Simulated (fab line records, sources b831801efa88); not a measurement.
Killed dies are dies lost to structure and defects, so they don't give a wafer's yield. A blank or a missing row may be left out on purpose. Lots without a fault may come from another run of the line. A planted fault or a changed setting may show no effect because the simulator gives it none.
Which tool did it? | flow sky130 | 24 lots, 72 wafers sampled, at 5 steps of a route of 708

WHAT THE GAUGES READ, wafer by wafer
SKY_METAL1_OVL_MEAS_16.
lot  | measured     | on         | METAL1_OVL (nm)
L074 | day 32 02:36 | overlay-01 | 8 4 -1
L075 | day 32 23:45 | overlay-01 | -16 -8 -17
L076 | day 33 01:09 | overlay-02 | -15 -17 -10
L077 | day 33 11:22 | overlay-01 | 2 4 4
L078 | day 34 18:43 | overlay-01 | -7 -4 -3
L079 | day 35 01:30 | overlay-02 | -5 -1 -5
L080 | day 35 03:09 | overlay-01 | -5 -3 0
L081 | day 35 03:52 | overlay-02 | -3 1 3
L082 | day 35 08:12 | overlay-01 | 2 -3 -4
L083 | day 35 16:19 | overlay-02 | -1 4 2
L085 | day 36 02:15 | overlay-01 | 3 10 4
L084 | day 36 04:45 | overlay-02 | -5 3 -4
L086 | day 36 09:24 | overlay-01 | -20 -16 -21
L087 | day 36 18:31 | overlay-02 | -10 1 -8
L088 | day 37 00:36 | overlay-02 | 4 3 2
L090 | day 38 07:25 | overlay-01 | -5 -5 2
L091 | day 38 11:30 | overlay-01 | -12 -3 0
L089 | day 38 15:04 | overlay-02 | -6 1 -3
L092 | day 38 15:25 | overlay-01 | 1 -5 -4
L093 | day 38 17:46 | overlay-01 | 1 3 4
L094 | day 39 11:57 | overlay-02 | 10 6 9
L095 | day 39 22:10 | overlay-02 | -5 -4 -2
L097 | day 39 23:07 | overlay-01 | -3 -13 -4
L096 | day 40 03:09 | overlay-01 | -9 -3 -11

SKY_CAPM_OVL_MEAS_12.
lot  | measured     | on         | CAPM_OVL (nm)
L074 | day 36 16:59 | overlay-01 | 0.9 0.8 -1.1
L075 | day 37 13:20 | overlay-01 | -0.2 -0.2 0.1
L076 | day 37 17:05 | overlay-02 | -0.9 -1.7 -0.1
L077 | day 38 00:17 | overlay-02 | 0.0 -1.0 0.3
L078 | day 39 06:53 | overlay-02 | -0.2 -0.1 0.2
L079 | day 39 13:44 | overlay-01 | -0.4 -1.8 -1.9
L080 | day 39 15:47 | overlay-02 | 0.1 1.2 0.5
L081 | day 39 18:29 | overlay-02 | 1.0 0.9 1.1
L082 | day 39 19:26 | overlay-02 | 1.0 0.3 -0.4
L083 | day 40 04:44 | overlay-02 | -0.3 -2.0 -0.6
L085 | day 40 11:05 | overlay-01 | 0.0 0.4 1.4
L084 | day 40 16:56 | overlay-01 | 2.1 1.7 1.8
L086 | day 40 20:59 | overlay-01 | 2.2 2.8 1.6
L087 | day 41 02:38 | overlay-01 | -1.4 -2.1 -1.0
L088 | day 41 11:02 | overlay-02 | -3.1 -1.8 -1.7
L090 | day 42 13:47 | overlay-01 | -2.7 0.2 -1.1
L091 | day 42 18:20 | overlay-02 | 1.7 1.8 2.3
L089 | day 42 23:32 | overlay-01 | 1.3 -0.7 0.0
L092 | day 42 23:38 | overlay-01 | 1.4 0.9 0.1
L093 | day 43 00:14 | overlay-02 | 1.2 2.0 3.0
L094 | day 43 19:17 | overlay-01 | 0.4 1.3 1.5
L095 | day 44 02:29 | overlay-02 | -2.1 -2.7 -2.4
L097 | day 44 02:47 | overlay-01 | -0.1 -0.4 0.6
L096 | day 44 07:17 | overlay-02 | -0.4 0.7 -0.3

WHICH TOOL RAN EACH LOT (tool, then ch and the chambers of the sampled wafers, then the start)
lot  | SKY_LI_CONTACT_SPUTTER_20    | SKY_METAL1_SPUTTER_00        | SKY_METAL1_SPUTTER_02
L074 | pvd_sputter-01, day 28 10:53 | pvd_sputter-04, day 30 22:46 | pvd_sputter-04, day 30 22:49
L075 | pvd_sputter-04, day 29 08:41 | pvd_sputter-02, day 31 20:11 | pvd_sputter-02, day 31 20:14
L076 | pvd_sputter-01, day 29 10:54 | pvd_sputter-04, day 31 22:05 | pvd_sputter-04, day 31 22:08
L077 | pvd_sputter-03, day 29 19:44 | pvd_sputter-02, day 32 08:19 | pvd_sputter-02, day 32 08:21
L078 | pvd_sputter-03, day 31 06:46 | pvd_sputter-01, day 33 16:04 | pvd_sputter-01, day 33 16:07
L079 | pvd_sputter-03, day 31 13:08 | pvd_sputter-04, day 33 22:55 | pvd_sputter-04, day 33 22:58
L080 | pvd_sputter-01, day 31 13:50 | pvd_sputter-01, day 33 23:52 | pvd_sputter-01, day 33 23:56
L081 | pvd_sputter-04, day 31 14:43 | pvd_sputter-04, day 34 00:49 | pvd_sputter-04, day 34 00:52
L082 | pvd_sputter-04, day 31 19:40 | pvd_sputter-01, day 34 05:07 | pvd_sputter-01, day 34 05:10
L083 | pvd_sputter-01, day 32 05:23 | pvd_sputter-01, day 34 14:14 | pvd_sputter-01, day 34 14:17
L085 | pvd_sputter-03, day 32 15:13 | pvd_sputter-01, day 35 00:13 | pvd_sputter-01, day 35 00:16
L084 | pvd_sputter-04, day 32 17:16 | pvd_sputter-02, day 35 02:50 | pvd_sputter-02, day 35 02:53
L086 | pvd_sputter-03, day 32 22:53 | pvd_sputter-02, day 35 08:04 | pvd_sputter-02, day 35 08:07
L087 | pvd_sputter-01, day 33 08:36 | pvd_sputter-04, day 35 16:33 | pvd_sputter-04, day 35 16:35
L088 | pvd_sputter-04, day 33 14:01 | pvd_sputter-01, day 35 22:14 | pvd_sputter-01, day 35 22:17
L090 | pvd_sputter-04, day 34 22:59 | pvd_sputter-02, day 37 06:08 | pvd_sputter-02, day 37 06:11
L091 | pvd_sputter-04, day 35 02:23 | pvd_sputter-04, day 37 09:50 | pvd_sputter-04, day 37 09:54
L089 | pvd_sputter-04, day 35 05:19 | pvd_sputter-02, day 37 13:22 | pvd_sputter-02, day 37 13:25
L092 | pvd_sputter-01, day 35 05:40 | pvd_sputter-01, day 37 13:35 | pvd_sputter-01, day 37 13:38
L093 | pvd_sputter-04, day 35 09:37 | pvd_sputter-04, day 37 16:33 | pvd_sputter-04, day 37 16:36
L094 | pvd_sputter-01, day 36 03:44 | pvd_sputter-02, day 38 10:41 | pvd_sputter-02, day 38 10:44
L095 | pvd_sputter-04, day 36 13:38 | pvd_sputter-02, day 38 21:49 | pvd_sputter-02, day 38 21:52
L097 | pvd_sputter-04, day 36 14:47 | pvd_sputter-04, day 38 22:00 | pvd_sputter-04, day 38 22:03
L096 | pvd_sputter-01, day 36 19:26 | pvd_sputter-02, day 39 02:47 | pvd_sputter-02, day 39 02:50
- SKY_LI_CONTACT_SPUTTER_20: material TiN, target thk 20 nm, time 80 s.
- SKY_METAL1_SPUTTER_00: material Ti, target thk 15 nm, time 10 s.
- SKY_METAL1_SPUTTER_02: material AlCu, target thk 250 nm, time 13.3 s.

WHAT THE TOOLS THEMSELVES READ (means of the sampled wafers that have a number; where no wafer has one, the mark that the record gives instead)
SKY_LI_CONTACT_SPUTTER_20.
lot  | tool           | throttle_valve_pct (%)
L074 | pvd_sputter-01 | 29.4
L075 | pvd_sputter-04 | 29.7
L076 | pvd_sputter-01 | 29.8
L077 | pvd_sputter-03 | 29.0
L078 | pvd_sputter-03 | 29.9
L079 | pvd_sputter-03 | 28.5
L080 | pvd_sputter-01 | 29.9
L081 | pvd_sputter-04 | 29.7
L082 | pvd_sputter-04 | 29.8
L083 | pvd_sputter-01 | 29.7
L085 | pvd_sputter-03 | 29.1
L084 | pvd_sputter-04 | 29.0
L086 | pvd_sputter-03 | 29.0
L087 | pvd_sputter-01 | 29.1
L088 | pvd_sputter-04 | 29.8
L090 | pvd_sputter-04 | 30.1
L091 | pvd_sputter-04 | 29.5
L089 | pvd_sputter-04 | 29.3
L092 | pvd_sputter-01 | 29.7
L093 | pvd_sputter-04 | 29.7
L094 | pvd_sputter-01 | 29.2
L095 | pvd_sputter-04 | 29.7
L097 | pvd_sputter-04 | 29.0
L096 | pvd_sputter-01 | 29.3

SKY_METAL1_SPUTTER_00.
lot  | tool           | throttle_valve_pct (%)
L074 | pvd_sputter-04 | 30.3
L075 | pvd_sputter-02 | 30.1
L076 | pvd_sputter-04 | 29.5
L077 | pvd_sputter-02 | 30.9
L078 | pvd_sputter-01 | 30.0
L079 | pvd_sputter-04 | 29.5
L080 | pvd_sputter-01 | 29.9
L081 | pvd_sputter-04 | 29.4
L082 | pvd_sputter-01 | 29.6
L083 | pvd_sputter-01 | 29.5
L085 | pvd_sputter-01 | 29.6
L084 | pvd_sputter-02 | 30.8
L086 | pvd_sputter-02 | 31.5
L087 | pvd_sputter-04 | 29.7
L088 | pvd_sputter-01 | 30.2
L090 | pvd_sputter-02 | 30.3
L091 | pvd_sputter-04 | 29.6
L089 | pvd_sputter-02 | 30.0
L092 | pvd_sputter-01 | 30.2
L093 | pvd_sputter-04 | 29.5
L094 | pvd_sputter-02 | 30.9
L095 | pvd_sputter-02 | 30.1
L097 | pvd_sputter-04 | 29.0
L096 | pvd_sputter-02 | 30.7

SKY_METAL1_SPUTTER_02.
lot  | tool           | throttle_valve_pct (%)
L074 | pvd_sputter-04 | 30.3
L075 | pvd_sputter-02 | 30.1
L076 | pvd_sputter-04 | 29.8
L077 | pvd_sputter-02 | 30.7
L078 | pvd_sputter-01 | 30.0
L079 | pvd_sputter-04 | 29.5
L080 | pvd_sputter-01 | 30.1
L081 | pvd_sputter-04 | 29.4
L082 | pvd_sputter-01 | 29.7
L083 | pvd_sputter-01 | 29.6
L085 | pvd_sputter-01 | 29.6
L084 | pvd_sputter-02 | 30.6
L086 | pvd_sputter-02 | 31.6
L087 | pvd_sputter-04 | 29.5
L088 | pvd_sputter-01 | 30.3
L090 | pvd_sputter-02 | 30.3
L091 | pvd_sputter-04 | 29.6
L089 | pvd_sputter-02 | 29.9
L092 | pvd_sputter-01 | 30.2
L093 | pvd_sputter-04 | 29.7
L094 | pvd_sputter-02 | 30.8
L095 | pvd_sputter-02 | 30.1
L097 | pvd_sputter-04 | 29.1
L096 | pvd_sputter-02 | 30.6

THE ANSWER, worked out from the rows above alone
Rule: what is usual is taken from the lots themselves. Put in order of their means at a reading, lots are off if they are a third of the lots or fewer, leave a main group of 4 or more, and stand apart from it by a gap of 3 or more times the standard deviation of the main group's means; of several such gaps the widest counts. A main group whose means are all the same, to the digits that the tables above print for the reading, isn't used. A lot without any number at a reading at which 4 lots or more have one is off too. The other lots that the step has rows for count as sound. The gauges are gone through in route order, then the tools' own readings, and for those a lot's mean is taken as printed above. The first step at which some lot is off is used, and at that step the reading that is off furthest; a lot without a number counts as furthest.
No lot is off at any reading shown: from this, nothing can be told.

WHAT THE SIMULATOR HAD PUT IN
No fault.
